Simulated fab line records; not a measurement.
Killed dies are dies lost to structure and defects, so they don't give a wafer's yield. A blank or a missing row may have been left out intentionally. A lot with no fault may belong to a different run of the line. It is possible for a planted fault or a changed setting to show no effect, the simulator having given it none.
A struck lot beside a sound one | flow sky130 | 37 out of 708 route steps
Sound: these wafers, L523.1, L523.2, L523.6. Wafers L522.1, L522.5, L522.6 were the ones struck. At the end, the cause is stated.
For every step that has rows: the tool of each side, followed by ch and its chambers, followed by its first start. Under that, the readings that differ: sound wafers | struck wafers | difference of the means | sigmas: that difference in standard deviations of wafers without a fault.
alike: same words and numbers on both sides, and readings whose means sit less than 2 such deviations apart. not compared: any withheld reading, any reading some wafer has no value for, any bound like >300 that may hide the same value, and any number with overlapping values for which the record gives no deviation.
A row with sigmas, a row that says differs or no value, or rows on one side alone: a step with any of these is where the two part. Non-overlapping numbers with no deviation appear without sigmas and do not part them. A reading that every wafer of one side lacks parts them only if that side has two wafers or more.

first, 9 steps without rows for these wafers: SKY_VIA3_SPUTTER_20 (material TiN, target thk 20 nm, time 81.96 s); SKY_VIA3_CVD_21 (deposits W, target thk 390 nm, time 117.31 s); SKY_VIA3_CMP_24 (polishes, stops on SiO2, t overpolish 20 s, target thk 0 nm); SKY_METAL4_SPUTTER_00 (material Ti, target thk 15 nm, time 10 s); SKY_METAL4_SPUTTER_01 (material TiN, target thk 20 nm, time 16.7 s); SKY_METAL4_SPUTTER_02 (material AlCu, target thk 735 nm, time 39.1 s); SKY_METAL4_SPUTTER_03 (material Ti, target thk 5 nm, time 3.3 s); SKY_METAL4_SPUTTER_04 (material TiN, target thk 70 nm, time 58.3 s); SKY_CAP2M_CVD_00 (deposits SiO2, target thk 15.5 nm).
SKY_CAP2M_SPUTTER_02: material TiN, target thk 200 nm, time 166.7 s.
  struck on pvd sputter-01, day 45 14:59; sound on pvd sputter-02, day 45 20:27
  reading                                   | sound           | struck            | difference | sigmas
  model.TiN_of_CAP2M_SPUTTER_02.thk nm (nm) | 202 203.3 203.8 | 191.8 195.4 192.2 | -9.9       |
  alike: chamber pressure pa, throttle valve pct
SKY_CAP2M_RS_MEAS_03: the measuring method here is four-point-probe.
  struck on film metro-01, day 45 15:23; sound on film metro-01, day 45 20:34
  reading               | sound          | struck         | difference | sigmas
  CAP2M_TIN_RS (ohm/sq) | 6.85 6.80 6.78 | 7.21 7.07 7.19 | +0.35      | +5
  not compared: hold
SKY_CAP2M_THK_MEAS_04: measures by xrf.
  struck on film metro-01, day 45 18:40; sound on film metro-01, day 45 20:41
  reading            | sound             | struck            | difference | sigmas
  CAP2M_TIN_THK (nm) | 203.6 204.0 205.9 | 192.5 196.8 193.9 | -10.1      | -5
  not compared: hold
then, 6 steps without rows for these wafers: SKY_CAP2M_HMDS_06 (prime time 60 s); SKY_CAP2M_COAT_07 (resist thk 1140 nm); SKY_CAP2M_SOFTBAKE_08 (time 60 s); SKY_CAP2M_EXPOSE_09 (exposes mask CAP2M, target cd 1000 nm); SKY_CAP2M_PEB_10; SKY_CAP2M_DEVELOP_11 (develop time 60 s).
SKY_CAP2M_METAL_ETCH_13: etches TiN in Cl2/BCl3, stops on SiO2, target depth 220 nm, time 62.9 s.
  sound on rie metal-02 ch 0, day 46 16:40; struck on rie metal-01 ch 0,1, day 46 12:04
  reading                           | sound             | struck            | difference | sigmas
  drypump motor current A (A)       | 5.71 5.73 5.71    | 5.24 5.18 5.24    | -0.50      | -2
  oes product au (a.u.)             | 0.942 0.960 0.957 | 0.918 0.930 0.914 | -0.032     | -4
  model.etch.depth nm (nm)          | 202 203.3 203.8   | 191.8 195.4 192.2 | -9.9       |
  model.CAP2M.feature depth nm (nm) | 202 203.3 203.8   | 191.8 195.4 192.2 | -9.9       |
  alike: throttle valve pct
  not compared: rf hours counter h
then, 16 steps without rows for these wafers: SKY_CAP2M_STRIP_14 (strips in O2/N2); SKY_CAP2M_STRIP_15 (strips in post etch residue remover, time 1200 s); SKY_CAP2M_CLEAN_16 (cleans in IPA, time 180 s); SKY_CAP2M_CLEAN_17 (cleans in O3/DIW); SKY_METAL4_DEHYDRATE_05 (time 60 s); SKY_METAL4_HMDS_06 (prime time 60 s); SKY_METAL4_COAT_07 (resist thk 60 nm); SKY_METAL4_COAT_08 (resist thk 1140 nm); SKY_METAL4_SOFTBAKE_09 (time 90 s); SKY_METAL4_EXPOSE_10 (exposes mask MM4, target cd 300 nm); SKY_METAL4_PEB_11; SKY_METAL4_DEVELOP_12 (develop time 60 s); SKY_METAL4_DESCUM_15 (chemistry O2, time 8 s); SKY_METAL4_ETCH_16 (etches BARC in N2/H2, stops on SiO2, time 88.2 s, target depth 60 nm); SKY_METAL4_ETCH_17 (etches SiO2 in C4F8/O2/Ar, stops on TiN, time 3.9 s, target depth 15 nm); SKY_METAL4_METAL_ETCH_18 (etches the open film in Cl2/BCl3, stops on SiO2, target depth 845 nm, time 183.1 s).
SKY_METAL4_STRIP_20: strips in post etch residue remover, time 1200 s.
  sound on wet bench-01 ch 3, day 47 13:33; struck on wet bench-03 ch 0, day 47 09:42
  reading                                   | sound           | struck          | difference | sigmas
  model.TiN_of_CAP2M_SPUTTER_02.thk nm (nm) | 201.2 202.4 203 | 191 194.6 191.3 | -10        |
  alike: temp c
-- the record jumps here: 3 days lie between the struck wafers' starts before and after (it left off in module METAL4 and takes up again in module PAD_OPEN, whose first step shown is number 708 of the route) --
SKY_PAD_OPEN_PROBE_99:
  struck on prober-02, day 50 15:41; sound on prober-01, day 50 16:41
  reading                           | sound             | struck            | difference | sigmas
  model.etest.cap mim2.plate ohm sq | 5.843 5.856 5.844 | 6.311 6.091 6.223 | +0.361     |
  alike: defect limited yield, killed_at_M0_to_M3, killed_at_M4_up, killed at contacts, killed at front end, killed at other, killed dies, killed open, killed short, sort_bin_3_pad_short, sort_bin_5_function, sort_bin_6_memory, sort n pass, sort yield pct

== WHERE THEY PART ==
First at SKY_CAP2M_RS_MEAS_03; last, within this record, at SKY_CAP2M_METAL_ETCH_13. Later steps at which nothing parts them and some readings are alike: SKY_METAL4_STRIP_20, SKY_PAD_OPEN_PROBE_99.

WHY: the cause the simulator had injected
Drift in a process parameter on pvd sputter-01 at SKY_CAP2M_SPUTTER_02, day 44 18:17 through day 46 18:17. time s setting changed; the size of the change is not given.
